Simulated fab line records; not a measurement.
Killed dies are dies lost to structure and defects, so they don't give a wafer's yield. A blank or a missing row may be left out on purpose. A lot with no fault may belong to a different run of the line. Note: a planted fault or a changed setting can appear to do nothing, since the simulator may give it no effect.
fab line records	flow sky130
record: lots: 6	wafers: 18	last_day: 50
route steps=708 shown NWELL@82 PWDE@84 VT_ADJUST_HVTP@85 VT_ADJUST_LVTN@97 VT_ADJUST_NCORE@119 PAD_OPEN@708
lots with no fault: from the same line, run without faults
start_h: hours from the record's opening day to when the first of the lot's shown wafers began	wait_h: hours from the lot's prior step to this one	" identical to the entry in the row above	L1.1+2: one row covering several wafers at once	- no value, or no start given	* or withheld: withheld	< > ~ a bound
route shown NAME@n: NAME is a module with steps in the file, n the number in the route of the first one	usual: mean/standard deviation taken from wafers without a fault	same: alike in all rows	chamber/n: place in a boat	sites: per-site readings	_std_site: standard deviation of those values	_edge_site: mean of outer sites minus mean of inner sites	radius_mm: how far each site lies from the wafer's centre	mask NAME#n: copy n	behind: the last tool/chamber to shape the wafer	hold: why the lot was held/for how many hours/how that ended	device: the transistor (n, p or np) that didn't switch	end of line: tests of these same wafers at the route's end	for a step that has no rows: nothing shown but its recipe	killed: count of dies lost to structure and defects at first sort (not the wafer's yield)	map: the dies of a wafer, with x for killed, . for not killed, _ for no die there
set.NAME: the setting the step ran with; set.NAME@STEP: the setting that earlier step ran with	model.NAME: the simulator's own value behind a step, which no gauge read
certain route steps with their lots: each step a table, each wafer a row
services: when a tool's chamber went out of use (start_h, in hours from the record's first day, below 0 if earlier), for how many hours, and the reason
== steps ==
step: SKY_NWELL_RS_MEAS_29
recipe: thk_meas_gauge: four-point-probe
usual: NWELL_RS: 625.6/1.7
lot.wafer	tool	chamber	start_h	wait_h	NWELL_RS[ohm/sq]
L823.1	film_metro-01	-	124.64	0.1	624.2
L823.4	"	-	"	"	623.9
L823.5	"	-	"	"	624.7
L824.1	film_metro-03	-	132.51	0.1	626.6
L824.2	"	-	"	"	625.2
L824.4	"	-	"	"	625.7
L836.1	film_metro-04	-	205.71	0.1	626.5
L836.2	"	-	"	"	626.8
L836.5	"	-	"	"	625.7
L837.1	film_metro-04	-	211.54	0.1	628.5
L837.4	"	-	"	"	627.9
L837.6	"	-	"	"	626.4
L842.1	film_metro-03	-	240.83	0.1	629.5
L842.2	"	-	"	"	627.2
L842.6	"	-	"	"	627.6
L843.3	film_metro-03	-	242.73	0.1	623.7
L843.5	"	-	"	"	624.0
L843.6	"	-	"	"	624.2
step: SKY_NWELL_RS_MEAS_31
recipe: thk_meas_gauge: four-point-probe
usual: PWDE_RS: 5280/16
lot.wafer	tool	chamber	start_h	wait_h	PWDE_RS[ohm/sq]
L823.1	film_metro-01	-	124.88	0.1	5303
L823.4	"	-	"	"	5299
L823.5	"	-	"	"	5280
L824.1	film_metro-03	-	132.75	0.1	5274
L824.2	"	-	"	"	5259
L824.4	"	-	"	"	5269
L836.1	film_metro-04	-	205.95	0.1	5262
L836.2	"	-	"	"	5283
L836.5	"	-	"	"	5284
L837.1	film_metro-04	-	211.78	0.1	5272
L837.4	"	-	"	"	5277
L837.6	"	-	"	"	5249
L842.1	film_metro-03	-	241.07	0.1	5251
L842.2	"	-	"	"	5284
L842.6	"	-	"	"	5255
L843.3	film_metro-03	-	242.97	0.1	5244
L843.5	"	-	"	"	5242
L843.6	"	-	"	"	5264
step: SKY_VT_ADJUST_HVTP_DEHYDRATE_00
recipe: temp_c: 200	time_s: 60
step: SKY_VT_ADJUST_HVTP_HMDS_01
recipe: prime_time_s: 60	prime_temp_c: 120
step: SKY_VT_ADJUST_HVTP_COAT_02
recipe: resist: NOVOLAK	spin_rpm: 3000	resist_thk_nm: 1140
step: SKY_VT_ADJUST_HVTP_SOFTBAKE_03
recipe: temp_c: 90	time_s: 60	resist: NOVOLAK
step: SKY_VT_ADJUST_HVTP_EXPOSE_04
recipe: mask_id: HVTPM	na: 0.6	source_shape: conventional	sigma_outer: 0.6	polarization: unpolarized	target_cd_nm: 380	dose_mj: 140
step: SKY_VT_ADJUST_HVTP_PEB_05
recipe: temp_c: withheld	time_s: *	resist: NOVOLAK
step: SKY_VT_ADJUST_HVTP_DEVELOP_06
recipe: resist: NOVOLAK	developer: TMAH	develop_time_s: 60	dev_temp_c: 23
step: SKY_VT_ADJUST_HVTP_CD_MEAS_07
recipe: target_cd_nm: 380
usual: cd_nm: 380.1/2.4
lot.wafer	tool	chamber	start_h	wait_h	cd_nm
L823.1	cd_sem-01	-	145.34	0.1	375.5
L823.4	"	-	"	"	374.1
L823.5	"	-	"	"	374.8
L824.1	cd_sem-01	-	154.57	0.1	381.4
L824.2	"	-	"	"	381.7
L824.4	"	-	"	"	382.7
L836.1	cd_sem-02	-	228.69	0.1	379.4
L836.2	"	-	"	"	376.5
L836.5	"	-	"	"	381.3
L837.1	cd_sem-01	-	234.87	0.1	376.8
L837.4	"	-	"	"	377.7
L837.6	"	-	"	"	375.0
L842.1	cd_sem-02	-	263.62	0.1	379.8
L842.2	"	-	"	"	380.0
L842.6	"	-	"	"	379.3
L843.3	cd_sem-02	-	265.63	0.1	377.5
L843.5	"	-	"	"	375.1
L843.6	"	-	"	"	376.8
step: SKY_VT_ADJUST_HVTP_OVL_MEAS_08
usual: VT_ADJUST_HVTP_OVL: -0.3/1.4
lot.wafer	tool	chamber	start_h	wait_h	VT_ADJUST_HVTP_OVL[nm]
L823.1	overlay-02	-	145.46	0.1	-0.4
L823.4	"	-	"	"	-0.9
L823.5	"	-	"	"	0.9
L824.1	overlay-01	-	154.69	0.1	-0.4
L824.2	"	-	"	"	1.1
L824.4	"	-	"	"	-0.7
L836.1	overlay-01	-	228.81	0.1	1.2
L836.2	"	-	"	"	-1.9
L836.5	"	-	"	"	0.0
L837.1	overlay-01	-	234.99	0.1	-1.8
L837.4	"	-	"	"	-3.1
L837.6	"	-	"	"	-2.9
L842.1	overlay-02	-	263.74	0.1	-1.2
L842.2	"	-	"	"	0.1
L842.6	"	-	"	"	0.9
L843.3	overlay-02	-	265.72	0.1	0.2
L843.5	"	-	"	"	-0.2
L843.6	"	-	"	"	-1.4
step: SKY_VT_ADJUST_HVTP_IMPLANT_09
recipe: species: As	energy_kev: 150	dose_cm2: 4.3e+12	tilt_deg: withheld
usual: dose_ions_cm2: 4.301e+12/4.7e+09
lot.wafer	tool	chamber	start_h	wait_h	dose_ions_cm2
L823.1	implanter-04	0	145.50	0.0	4.305e+12
L823.4	"	0	"	"	4.299e+12
L823.5	"	0	"	"	4.304e+12
L824.1	implanter-04	0	154.73	0.0	4.288e+12
L824.2	"	0	"	"	4.298e+12
L824.4	"	0	"	"	4.299e+12
L836.1	implanter-04	0	228.85	0.0	4.295e+12
L836.2	"	0	"	"	4.3e+12
L836.5	"	0	"	"	4.301e+12
L837.1	implanter-01	0	235.02	0.0	4.3e+12
L837.4	"	0	"	"	4.306e+12
L837.6	"	0	"	"	4.302e+12
L842.1	implanter-01	0	263.77	0.0	4.299e+12
L842.2	"	0	"	"	4.312e+12
L842.6	"	0	"	"	4.306e+12
L843.3	implanter-01	0	265.80	0.1	4.302e+12
L843.5	"	0	"	"	4.301e+12
L843.6	"	0	"	"	4.296e+12
step: SKY_VT_ADJUST_HVTP_STRIP_10
recipe: chemistry: O2/N2	power_w: 1400	pressure_mtorr: 1500	platen_temp_c: withheld	o2_flow_sccm: 3000	n2_flow_sccm: 300	overash_fraction: 0.5
usual: drypump_motor_current_A: 5.5/0.31	oes_product_au: 0.716/0.0044	strip_time_to_endpoint_s: 14.19/0.036
lot.wafer	tool	chamber	start_h	wait_h	drypump_motor_current_A	oes_product_au	rf_hours_counter_h	strip_time_to_endpoint_s
L823.1	plasma_asher-04	1	145.65	0.1	5.9	0.719	43	14.18
L823.4	"	1	"	"	5.9	0.717	-	14.23
L823.5	"	1	"	"	5.8	0.712	-	14.21
L824.1	plasma_asher-04	1	154.88	0.1	5.9	0.718	44	14.15
L824.2	"	0	"	"	5.9	0.712	44	14.17
L824.4	"	1	"	"	5.9	0.717	-	14.19
L836.1	plasma_asher-03	0	229.00	0.1	5.3	0.715	43	14.20
L836.2	"	1	"	"	5.3	0.715	43	14.17
L836.5	"	0	"	"	5.3	0.715	-	14.16
L837.1	plasma_asher-01	0	235.17	0.1	5.1	0.721	11	14.18
L837.4	"	1	"	"	5.3	0.718	-	14.19
L837.6	"	1	"	"	5.3	0.705	-	14.18
L842.1	plasma_asher-04	0	263.92	0.1	5.9	0.723	55	14.21
L842.2	"	1	"	"	5.8	0.710	55	14.17
L842.6	"	0	"	"	5.9	0.710	-	14.20
L843.3	plasma_asher-03	1	265.93	0.1	5.3	0.721	-	14.18
L843.5	"	0	"	"	5.3	0.713	-	14.19
L843.6	"	1	"	"	5.3	0.720	-	14.16
step: SKY_VT_ADJUST_HVTP_TW_MEAS_11
usual: VT_ADJUST_HVTP_TW: 1343/10
lot.wafer	tool	chamber	start_h	wait_h	VT_ADJUST_HVTP_TW
L823.1	film_metro-02	-	145.75	0.1	1326
L823.4	"	-	"	"	1325
L823.5	"	-	"	"	1325
L824.1	film_metro-02	-	154.98	0.1	1317
L824.2	"	-	"	"	1329
L824.4	"	-	"	"	1325
L836.1	film_metro-02	-	229.10	0.1	1332
L836.2	"	-	"	"	1328
L836.5	"	-	"	"	1330
L837.1	film_metro-03	-	235.27	0.1	1342
L837.4	"	-	"	"	1342
L837.6	"	-	"	"	1337
L842.1	film_metro-03	-	264.02	0.1	1340
L842.2	"	-	"	"	1346
L842.6	"	-	"	"	1341
L843.3	film_metro-04	-	266.02	0.1	1350
L843.5	"	-	"	"	1356
L843.6	"	-	"	"	1351
step: SKY_VT_ADJUST_LVTN_DEHYDRATE_00
recipe: temp_c: 200	time_s: 60
step: SKY_VT_ADJUST_LVTN_HMDS_01
recipe: prime_time_s: 60	prime_temp_c: 120
step: SKY_VT_ADJUST_LVTN_COAT_02
recipe: spin_rpm: 2000	resist_thk_nm: 3000
step: SKY_VT_ADJUST_LVTN_SOFTBAKE_03
recipe: temp_c: 110	time_s: withheld
step: SKY_VT_ADJUST_LVTN_EXPOSE_04
recipe: mask_id: NWM_COMPLEMENT_LESS_NATIVE	na: 0.6	source_shape: conventional	sigma_outer: 0.6	polarization: unpolarized	target_cd_nm: 840	dose_mj: 194
step: SKY_VT_ADJUST_LVTN_PEB_05
recipe: temp_c: 115	time_s: withheld
step: SKY_VT_ADJUST_LVTN_DEVELOP_06
recipe: wall_angle_deg: 90	developer: TMAH	develop_time_s: 60	dev_temp_c: 23
step: SKY_VT_ADJUST_LVTN_OVL_MEAS_07
usual: VT_ADJUST_LVTN_OVL: -1.0/1.7
lot.wafer	tool	chamber	start_h	wait_h	VT_ADJUST_LVTN_OVL[nm]
L823.1	overlay-01	-	167.58	-	-0.9
L823.4	"	-	"	"	-0.7
L823.5	"	-	"	"	-0.7
L824.1	overlay-02	-	177.99	-	1.1
L824.2	"	-	"	"	0.8
L824.4	"	-	"	"	0.1
L836.1	overlay-02	-	251.32	-	-0.8
L836.2	"	-	"	"	-0.7
L836.5	"	-	"	"	1.2
L837.1	overlay-02	-	256.99	-	-3.3
L837.4	"	-	"	"	-3.0
L837.6	"	-	"	"	-2.0
L842.1	overlay-02	-	287.64	-	0.0
L842.2	"	-	"	"	-0.3
L842.6	"	-	"	"	0.9
L843.3	overlay-02	-	289.23	-	-3.6
L843.5	"	-	"	"	-3.7
L843.6	"	-	"	"	-4.7
step: SKY_VT_ADJUST_LVTN_IMPLANT_08
recipe: species: B	energy_kev: 30	dose_cm2: 1.57e+12	tilt_deg: withheld
step: SKY_VT_ADJUST_LVTN_STRIP_09
recipe: chemistry: O2/N2	power_w: 1400	pressure_mtorr: 1500	platen_temp_c: withheld	o2_flow_sccm: 3000	n2_flow_sccm: 300	overash_fraction: 0.5
usual: drypump_motor_current_A: 5.41/0.27	oes_product_au: 0.722/0.0047	strip_time_to_endpoint_s: 36.90/0.13
lot.wafer	tool	chamber	start_h	wait_h	drypump_motor_current_A	oes_product_au	rf_hours_counter_h	strip_time_to_endpoint_s
L823.1	plasma_asher-02	0	167.80	0.1	5.68	0.715	47	36.81
L823.4	"	1	"	"	5.93	0.723	-	36.83
L823.5	"	0	"	"	5.68	0.724	-	36.94
L824.1	plasma_asher-01	0	178.18	0.1	5.09	0.717	6	36.70
L824.2	"	1	"	"	5.32	0.725	6	36.68
L824.4	"	1	"	"	5.28	0.722	-	36.80
L836.1	plasma_asher-02	1	251.50	0.1	5.95	0.724	56	36.90
L836.2	"	0	"	"	5.69	0.728	56	36.82
L836.5	"	0	"	"	5.68	0.727	-	36.86
L837.1	plasma_asher-03	0	257.17	0.1	5.31	0.716	46	37.10
L837.4	"	0	"	"	5.35	0.725	-	37.02
L837.6	"	1	"	"	5.25	0.722	-	37.07
L842.1	plasma_asher-03	1	287.83	0.1	5.25	0.722	49	36.88
L842.2	"	0	"	"	5.30	0.724	49	36.82
L842.6	"	1	"	"	5.28	0.725	-	36.92
L843.3	plasma_asher-03	1	289.44	0.1	5.27	0.724	-	36.83
L843.5	"	1	"	"	5.26	0.733	-	36.85
L843.6	"	0	"	"	5.30	0.729	-	36.86
step: SKY_VT_ADJUST_LVTN_TW_MEAS_10
usual: VT_ADJUST_LVTN_TW: 239.4/1.9
lot.wafer	tool	chamber	start_h	wait_h	VT_ADJUST_LVTN_TW
L823.1	film_metro-01	-	167.90	0.1	243.1
L823.4	"	-	"	"	239.7
L823.5	"	-	"	"	240.5
L824.1	film_metro-04	-	178.28	0.1	238.3
L824.2	"	-	"	"	239.1
L824.4	"	-	"	"	240.4
L836.1	film_metro-01	-	251.60	0.1	240.2
L836.2	"	-	"	"	239.1
L836.5	"	-	"	"	239.8
L837.1	film_metro-02	-	257.27	0.1	237.0
L837.4	"	-	"	"	237.5
L837.6	"	-	"	"	236.4
L842.1	film_metro-02	-	287.93	0.1	238.0
L842.2	"	-	"	"	237.7
L842.6	"	-	"	"	237.3
L843.3	film_metro-04	-	289.52	0.1	243.8
L843.5	"	-	"	"	243.1
L843.6	"	-	"	"	241.9
step: SKY_VT_ADJUST_LVTN_DEHYDRATE_11
recipe: temp_c: 200	time_s: 60
step: SKY_VT_ADJUST_LVTN_HMDS_12
recipe: prime_time_s: 60	prime_temp_c: 120
step: SKY_VT_ADJUST_LVTN_COAT_13
recipe: resist: NOVOLAK	spin_rpm: 3000	resist_thk_nm: 1140
step: SKY_VT_ADJUST_LVTN_SOFTBAKE_14
recipe: temp_c: 90	time_s: 60	resist: NOVOLAK
step: SKY_VT_ADJUST_LVTN_EXPOSE_15
recipe: mask_id: HVN_STD_DERIVED	na: 0.6	source_shape: conventional	sigma_outer: 0.6	polarization: unpolarized	target_cd_nm: 600	dose_mj: 163
step: SKY_VT_ADJUST_LVTN_PEB_16
recipe: temp_c: withheld	time_s: *	resist: NOVOLAK
step: SKY_VT_ADJUST_LVTN_DEVELOP_17
recipe: resist: NOVOLAK	developer: TMAH	develop_time_s: 60	dev_temp_c: 23
step: SKY_VT_ADJUST_LVTN_OVL_MEAS_18
usual: VT_ADJUST_LVTN_01_OVL: 0.8/1.3
lot.wafer	tool	chamber	start_h	wait_h	VT_ADJUST_LVTN_01_OVL[nm]
L823.1	overlay-01	-	190.74	0.1	1.5
L823.4	"	-	"	"	3.1
L823.5	"	-	"	"	2.5
L824.1	overlay-01	-	201.74	0.1	1.3
L824.2	"	-	"	"	0.2
L824.4	"	-	"	"	0.2
L836.1	overlay-01	-	274.59	0.1	-0.1
L836.2	"	-	"	"	-0.7
L836.5	"	-	"	"	0.7
L837.1	overlay-02	-	280.47	0.1	1.4
L837.4	"	-	"	"	-0.3
L837.6	"	-	"	"	0.6
L842.1	overlay-01	-	312.04	0.1	0.4
L842.2	"	-	"	"	-0.1
L842.6	"	-	"	"	-1.5
L843.3	overlay-01	-	313.75	0.1	0.6
L843.5	"	-	"	"	0.7
L843.6	"	-	"	"	0.9
step: SKY_VT_ADJUST_LVTN_IMPLANT_19
recipe: species: B	energy_kev: 30	dose_cm2: 6.5e+11	tilt_deg: withheld
step: SKY_VT_ADJUST_LVTN_STRIP_20
recipe: chemistry: O2/N2	power_w: 1400	pressure_mtorr: 1500	platen_temp_c: withheld	o2_flow_sccm: 3000	n2_flow_sccm: 300	overash_fraction: 0.5
usual: drypump_motor_current_A: 5.32/0.2	oes_product_au: 0.715/0.0047	strip_time_to_endpoint_s: 14.19/0.042
lot.wafer	tool	chamber	start_h	wait_h	drypump_motor_current_A	oes_product_au	rf_hours_counter_h	strip_time_to_endpoint_s
L823.1	plasma_asher-03	1	191.07	0.1	5.26	0.715	39	14.16
L823.4	"	0	"	"	5.33	0.722	-	14.20
L823.5	"	1	"	"	5.26	0.723	-	14.19
L824.1	plasma_asher-02	0	201.93	0.1	5.69	0.713	51	14.15
L824.2	"	1	"	"	5.95	0.708	51	14.16
L824.4	"	0	"	"	5.69	0.714	-	14.15
L836.1	plasma_asher-01	0	274.77	0.1	5.09	0.717	15	14.20
L836.2	"	1	"	"	5.31	0.727	15	14.20
L836.5	"	1	"	"	5.30	0.712	-	14.21
L837.1	plasma_asher-01	0	280.65	0.1	5.06	0.712	15	14.12
L837.4	"	0	"	"	5.08	0.723	-	14.11
L837.6	"	0	"	"	5.08	0.709	-	14.11
L842.1	plasma_asher-03	0	312.23	0.1	5.31	0.716	51	14.20
L842.2	"	1	"	"	5.27	0.715	51	14.19
L842.6	"	0	"	"	5.32	0.712	-	14.21
L843.3	plasma_asher-01	1	313.96	0.1	5.29	0.713	-	14.12
L843.5	"	1	"	"	5.27	0.718	-	14.13
L843.6	"	0	"	"	5.13	0.713	-	14.10
step: SKY_VT_ADJUST_LVTN_TW_MEAS_21
usual: VT_ADJUST_LVTN_2_TW: 186.8/1.6
lot.wafer	tool	chamber	start_h	wait_h	VT_ADJUST_LVTN_2_TW
L823.1	film_metro-02	-	191.17	0.1	185.1
L823.4	"	-	"	"	185.5
L823.5	"	-	"	"	187.3
L824.1	film_metro-02	-	202.03	0.1	184.3
L824.2	"	-	"	"	184.8
L824.4	"	-	"	"	185.2
L836.1	film_metro-02	-	274.87	0.1	186.7
L836.2	"	-	"	"	185.5
L836.5	"	-	"	"	183.7
L837.1	film_metro-04	-	280.75	0.1	185.5
L837.4	"	-	"	"	186.5
L837.6	"	-	"	"	187.4
L842.1	film_metro-01	-	312.33	0.1	186.5
L842.2	"	-	"	"	187.3
L842.6	"	-	"	"	186.0
L843.3	film_metro-02	-	314.04	0.1	183.2
L843.5	"	-	"	"	185.1
L843.6	"	-	"	"	183.7
step: SKY_VT_ADJUST_NCORE_DEHYDRATE_00
recipe: temp_c: 200	time_s: 60
step: SKY_VT_ADJUST_NCORE_HMDS_01
recipe: prime_time_s: 60	prime_temp_c: 120
step: SKY_VT_ADJUST_NCORE_COAT_02
recipe: resist: NOVOLAK	spin_rpm: 3000	resist_thk_nm: 1140
step: SKY_VT_ADJUST_NCORE_SOFTBAKE_03
recipe: temp_c: 90	time_s: 60	resist: NOVOLAK
step: SKY_VT_ADJUST_NCORE_EXPOSE_04
recipe: mask_id: LVTN_COMPLEMENT_THIN	na: 0.6	source_shape: conventional	sigma_outer: 0.6	polarization: unpolarized	target_cd_nm: 380	dose_mj: 139
step: SKY_PAD_OPEN_PROBE_99
usual: killed_at_M0_to_M3: 42/6.7	killed_at_M4_up: 3.0/1.9	killed_at_contacts: 24/5.3	killed_at_front_end: 16/4.3	killed_at_other: 0.4/0.71	killed_dies: 85/9.6	killed_open: 46/6.5	killed_short: 39/6.7
same: gross_dies: 492	killed_at_back_side: 0
lot.wafer	tool	chamber	start_h	wait_h	killed_at_M0_to_M3	killed_at_M4_up	killed_at_contacts	killed_at_front_end	killed_at_other	killed_dies	killed_open	killed_short	model.etest.tip_p.rs_ohm_sq_range	model.etest.pfet_01v8.drive_ua_um_range	model.etest.pfet_01v8.vt_v_range
L823.1	prober-02	-	1112.23	0.1	53	1	16	14	0	84	44	39	789.3	25.45	0.1033
L823.4	prober-02	-	1112.38	0.2	41	2	23	13	0	79	36	41	741.7	25.54	0.09803
L823.5	prober-02	-	1112.43	0.2	48	2	28	14	0	92	52	40	774.1	31.26	0.1091
L824.1	prober-01	-	1117.15	0.1	39	4	31	27	0	101	52	49	764.9	27.63	0.1009
L824.2	prober-01	-	1117.20	0.1	45	4	22	15	0	86	53	33	620.3	29.46	0.103
L824.4	prober-01	-	1117.30	0.2	36	3	25	17	1	82	42	40	702.6	29.06	0.09816
L836.1	prober-01	-	1178.54	0.1	32	0	36	10	0	78	45	33	156.9	6.857	0.02156
L836.2	prober-01	-	1178.59	0.1	35	2	24	18	0	79	47	32	223.7	6.392	0.01615
L836.5	prober-01	-	1178.74	0.2	40	3	31	14	0	88	56	32	84.66	9.095	0.02128
L837.1	prober-02	-	1183.50	0.1	40	1	24	15	0	80	50	30	211.1	6.309	0.005096
L837.4	prober-02	-	1183.65	0.2	45	4	23	12	0	84	40	44	193.2	5.407	0.008139
L837.6	prober-02	-	1183.75	0.2	33	5	25	13	1	77	49	28	122.1	7.208	0.006383
L842.1	prober-01	-	1202.26	0.1	48	6	28	13	0	95	52	43	271.3	8.07	0.007321
L842.2	prober-01	-	1202.31	0.1	41	3	24	15	0	83	46	37	240.5	3.085	0.01228
L842.6	prober-01	-	1202.51	0.2	41	8	24	12	1	86	41	45	171.4	8.625	0.01034
L843.3	prober-02	-	1208.82	0.2	44	6	30	14	0	94	58	36	221.7	6.359	0.01394
L843.5	prober-02	-	1208.92	0.2	42	5	21	16	0	84	53	31	128.1	6.533	0.007591
L843.6	prober-02	-	1208.97	0.2	34	3	26	15	2	80	47	33	176.1	7.877	0.01313
killed by level:class
L823.1 VIA1:geometric_particle:open=10 VIA1:geometric_particle:short=7 METAL2:geometric_particle:short=7 LI_CONTACT:geometric_particle:open=5 VIA2:geometric_particle:open=5 VIA3:geometric_particle:open=5 METAL3:geometric_particle:short=5 FIELD_ISO:geometric_particle:open=4
L823.4 VIA1:geometric_particle:open=10 METAL1:geometric_particle:short=7 LOCAL_INTERCONNECT:geometric_particle:short=5 CONTACT:geometric_particle:short=5 CONTACT:geometric_particle:open=5 VIA3:geometric_particle:open=5 METAL2:geometric_particle:short=5 FIELD_ISO:geometric_particle:short=4
L823.5 CONTACT:geometric_particle:open=10 VIA2:geometric_particle:open=9 LI_CONTACT:geometric_particle:open=8 VIA1:geometric_particle:open=8 METAL1:geometric_particle:short=6 FIELD_ISO:geometric_particle:short=5 VIA2:geometric_particle:short=5 VIA1:geometric_particle:short=4
L824.1 METAL1:geometric_particle:short=13 LI_CONTACT:geometric_particle:open=11 VIA1:geometric_particle:open=9 VIA2:geometric_particle:open=8 CONTACT:geometric_particle:short=8 FIELD_ISO:geometric_particle:short=7 POLY_GATE:geometric_particle:short=7 FIELD_ISO:geometric_particle:open=6
L824.2 VIA1:geometric_particle:open=12 LI_CONTACT:geometric_particle:open=10 CONTACT:geometric_particle:open=7 VIA1:geometric_particle:short=6 METAL2:geometric_particle:short=5 VIA2:geometric_particle:open=5 VIA3:geometric_particle:open=5 POLY_GATE:geometric_particle:open=4
L824.4 VIA1:geometric_particle:open=9 LI_CONTACT:geometric_particle:open=8 CONTACT:geometric_particle:short=8 CONTACT:geometric_particle:open=6 VIA2:geometric_particle:open=6 POLY_GATE:geometric_particle:open=5 POLY_GATE:geometric_particle:short=5 VIA3:geometric_particle:open=5
L836.1 CONTACT:geometric_particle:open=12 VIA3:geometric_particle:open=10 CONTACT:geometric_particle:short=8 FIELD_ISO:geometric_particle:open=6 LI_CONTACT:geometric_particle:short=5 LI_CONTACT:geometric_particle:open=5 LOCAL_INTERCONNECT:geometric_particle:short=5 METAL2:geometric_particle:short=5
L836.2 VIA1:geometric_particle:open=12 CONTACT:geometric_particle:open=11 POLY_GATE:geometric_particle:short=9 LI_CONTACT:geometric_particle:open=5 VIA2:geometric_particle:open=5 FIELD_ISO:geometric_particle:short=3 LOCAL_INTERCONNECT:geometric_particle:short=3 VIA3:geometric_particle:open=3
L836.5 LI_CONTACT:geometric_particle:open=14 VIA2:geometric_particle:open=11 CONTACT:geometric_particle:open=9 VIA3:geometric_particle:open=8 VIA1:geometric_particle:open=6 LOCAL_INTERCONNECT:geometric_particle:short=5 FIELD_ISO:geometric_particle:short=4 VIA1:geometric_particle:short=4
L837.1 VIA1:geometric_particle:open=14 CONTACT:geometric_particle:open=9 VIA2:geometric_particle:open=5 FIELD_ISO:geometric_particle:open=4 LI_CONTACT:geometric_particle:open=4 LOCAL_INTERCONNECT:geometric_particle:short=4 VIA1:geometric_particle:short=4 FIELD_ISO:geometric_particle:short=3
L837.4 VIA1:geometric_particle:open=9 LOCAL_INTERCONNECT:geometric_particle:short=7 METAL1:geometric_particle:short=7 LI_CONTACT:geometric_particle:open=6 VIA3:geometric_particle:open=6 CONTACT:geometric_particle:open=5 VIA2:geometric_particle:open=5 FIELD_ISO:geometric_particle:open=4
L837.6 VIA1:geometric_particle:open=12 CONTACT:geometric_particle:open=10 VIA3:geometric_particle:open=8 FIELD_ISO:geometric_particle:open=6 LOCAL_INTERCONNECT:geometric_particle:short=5 CONTACT:geometric_particle:short=3 LI_CONTACT:geometric_particle:short=3 METAL2:geometric_particle:open=3
L842.1 CONTACT:geometric_particle:open=12 VIA2:geometric_particle:open=11 VIA1:geometric_particle:open=11 VIA1:geometric_particle:short=9 METAL1:geometric_particle:short=9 LI_CONTACT:geometric_particle:open=6 METAL4:geometric_particle:short=6 FIELD_ISO:geometric_particle:open=5
L842.2 CONTACT:geometric_particle:open=9 VIA2:geometric_particle:open=9 LI_CONTACT:geometric_particle:open=7 VIA3:geometric_particle:open=7 VIA1:geometric_particle:short=7 VIA1:geometric_particle:open=7 CONTACT:geometric_particle:short=5 METAL2:geometric_particle:short=5
L842.6 VIA1:geometric_particle:open=9 METAL2:geometric_particle:short=8 LI_CONTACT:geometric_particle:open=7 METAL4:geometric_particle:short=6 CONTACT:geometric_particle:open=6 LOCAL_INTERCONNECT:geometric_particle:short=5 VIA3:geometric_particle:open=5 VIA2:geometric_particle:short=4
L843.3 LI_CONTACT:geometric_particle:open=12 VIA1:geometric_particle:open=11 VIA2:geometric_particle:open=7 LI_CONTACT:geometric_particle:short=6 CONTACT:geometric_particle:open=6 VIA3:geometric_particle:open=6 VIA1:geometric_particle:short=5 FIELD_ISO:geometric_particle:open=5
L843.5 VIA1:geometric_particle:open=10 LI_CONTACT:geometric_particle:open=7 VIA3:geometric_particle:open=7 CONTACT:geometric_particle:open=7 VIA2:geometric_particle:open=7 VIA1:geometric_particle:short=6 FIELD_ISO:geometric_particle:open=5 FIELD_ISO:geometric_particle:short=4
L843.6 LI_CONTACT:geometric_particle:open=9 CONTACT:geometric_particle:open=7 VIA1:geometric_particle:open=7 VIA2:geometric_particle:open=6 FIELD_ISO:geometric_particle:open=5 METAL2:geometric_particle:short=5 POLY_GATE:geometric_particle:open=4 LI_CONTACT:geometric_particle:short=4
== services ==
tool	chamber	start_h	hours	kind
plasma_asher-02	-	142.43	8.7	repair
implanter-04	-	161.36	1.5	repair
plasma_asher-01	-	170.90	0.9	repair
implanter-04	-	193.44	9.9	repair
plasma_asher-01	-	208.59	2.8	repair
implanter-01	-	267.00	3.4	pm
implanter-04	-	272.86	2.1	repair
plasma_asher-04	-	300.06	2.8	pm
implanter-04	-	305.05	1.1	repair
== key ==
first_sign: step: SKY_VT_ADJUST_HVTP_TW_MEAS_11	reading: VT_ADJUST_HVTP_TW	direction: down	sigmas: 1.8	usual: 1343	struck: 1325
effect none on later readings
model_effect: step: SKY_PAD_OPEN_PROBE_99	value: etest.tip_p.rs_ohm_sq_range	without: 170	struck: 732.1
met_at SKY_VT_ADJUST_HVTP_IMPLANT_09
struck_wafers L823.1,L823.4,L823.5,L824.1,L824.2,L824.4
tester_left_out L823,L824
fault: kind: process_parameter_drift	tool: implanter-04	chamber: -	onset_h: 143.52	steps: SKY_VT_ADJUST_HVTP_IMPLANT_09	channel: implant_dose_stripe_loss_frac	offset: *	shape: step	end_h: 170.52
tester_left_out: of these lots the tester's yield and bins aren't shown, on N5 and GAA mostly nor the transistor test; their killed dies are dies lost to structure and defects alone, not to doping, threshold or leakage, so they don't give the yield
